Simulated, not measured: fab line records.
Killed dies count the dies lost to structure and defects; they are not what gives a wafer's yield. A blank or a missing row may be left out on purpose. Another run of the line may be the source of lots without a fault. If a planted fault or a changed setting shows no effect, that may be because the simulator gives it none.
What tool caused it? || flow gf180mcu || 18 wafers from 6 lots sampled at 3 of the route's 602 steps

## WHAT THE GAUGES READ, wafer by wafer
GF_M3_RS_MEAS_05: measures by four-point-probe.
{"lot": "L711", "measured": "day 21 00:13", "on": "film metro-03", "M3_ALCU_RS (ohm/sq)": "0.0695 0.0694 0.0695"}
{"lot": "L715", "measured": "day 22 09:49", "on": "film metro-03", "M3_ALCU_RS (ohm/sq)": "0.0702 0.0704 0.0688"}
{"lot": "L717", "measured": "day 23 10:58", "on": "film metro-01", "M3_ALCU_RS (ohm/sq)": "0.0687 0.0689 0.0688"}
{"lot": "L725", "measured": "day 26 04:00", "on": "film metro-03", "M3_ALCU_RS (ohm/sq)": "0.0696 0.0697 0.0706"}
{"lot": "L728", "measured": "day 26 14:47", "on": "film metro-01", "M3_ALCU_RS (ohm/sq)": "0.0696 0.0699 0.0695"}
{"lot": "L731", "measured": "day 27 10:22", "on": "film metro-03", "M3_ALCU_RS (ohm/sq)": "0.0693 0.0696 0.0683"}

## TOOL THAT RAN EACH LOT (tool first, then ch and the chambers of the sampled wafers, then the start)
{"lot": "L711", "GF_M2_SPUTTER_00": "pvd sputter-04, day 18 20:31", "GF_V2_CVD_23": "cvd w-01 ch 1, day 20 23:24"}
{"lot": "L715", "GF_M2_SPUTTER_00": "pvd sputter-02, day 20 07:25", "GF_V2_CVD_23": "cvd w-01 ch 0,1, day 22 08:59"}
{"lot": "L717", "GF_M2_SPUTTER_00": "pvd sputter-01, day 21 08:46", "GF_V2_CVD_23": "cvd w-01 ch 0,1, day 23 10:08"}
{"lot": "L725", "GF_M2_SPUTTER_00": "pvd sputter-01, day 24 06:20", "GF_V2_CVD_23": "cvd w-01 ch 0,1, day 26 03:11"}
{"lot": "L728", "GF_M2_SPUTTER_00": "pvd sputter-04, day 24 18:01", "GF_V2_CVD_23": "cvd w-02 ch 0,1, day 26 13:59"}
{"lot": "L731", "GF_M2_SPUTTER_00": "pvd sputter-04, day 25 14:43", "GF_V2_CVD_23": "cvd w-02 ch 0,1, day 27 09:32"}
- GF_M2_SPUTTER_00: material Ti, target thk 37.5 nm, time 150 s.
- GF_V2_CVD_23: deposits W, target thk 350 nm, time 104.94 s.

## THE ANSWER, worked out from the rows above alone
Rule: what is usual is taken from the lots themselves. Put in order of their means at a reading, lots are off if they are a third of the lots or fewer, leave a main group of 4 or more, and stand apart from it by a gap of 3 or more times the standard deviation of the main group's means; of several such gaps the widest counts. A main group is skipped when, at the precision printed for the reading in the tables above, its means are all equal. A lot without any number at a reading at which 4 lots or more have one is off too. Any other lot the step has rows for is counted as sound.
No lot is off on any of the readings shown, so nothing can be concluded from this.

## WHAT WAS PUT IN BY THE SIMULATOR
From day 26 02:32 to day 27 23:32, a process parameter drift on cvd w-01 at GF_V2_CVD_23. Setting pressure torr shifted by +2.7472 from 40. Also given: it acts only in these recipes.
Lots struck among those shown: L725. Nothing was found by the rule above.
